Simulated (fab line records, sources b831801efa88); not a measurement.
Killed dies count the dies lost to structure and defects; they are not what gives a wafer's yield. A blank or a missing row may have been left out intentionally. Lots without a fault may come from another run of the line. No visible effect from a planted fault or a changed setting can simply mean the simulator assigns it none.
Which tool was responsible? ; flow sky130 ; at 1 step of a route of 708, 12 lots with 36 wafers sampled

## WHAT THE GAUGES READ, wafer by wafer
SKY_VIA2_BOW_MEAS_03.
lot;measured;on;VIA2_BOW (um)
L075;day 35 23:38;film-metro-01;86 80 79
L077;day 37 00:01;film-metro-02;99 91 94
L078;day 37 08:13;film-metro-02;77 78 84
L081;day 38 02:28;film-metro-02;84 90 94
L083;day 38 22:55;film-metro-02;96 92 87
L085;day 39 09:18;film-metro-01;82 87 84
L087;day 39 18:09;film-metro-02;87 80 98
L089;day 40 14:35;film-metro-03;77 85 83
L091;day 40 20:47;film-metro-02;75 98 89
L094;day 41 12:22;film-metro-01;88 88 86
L095;day 42 02:08;film-metro-02;94 103 86
L097;day 42 07:05;film-metro-01;81 79 86

## WHICH TOOL RAN EACH LOT (tool, then ch and the chambers of the sampled wafers, then the start)
The record holds no process step before these readings.

## THE ANSWER, worked out from the rows above alone
Rule: the lots themselves supply what counts as usual. Put in order of their means at a reading, lots are off if they are a third of the lots or fewer, leave a main group of 4 or more, and stand apart from it by a gap of 3 or more times the standard deviation of the main group's means; of several such gaps the widest counts. A main group whose means are all the same, to the digits that the tables above print for the reading, isn't used. A lot without any number at a reading at which 4 lots or more have one is off too. All remaining lots with rows at the step are treated as sound.
None of the lots is off at any reading shown; this tells nothing.

## WHAT WAS PUT IN BY THE SIMULATOR
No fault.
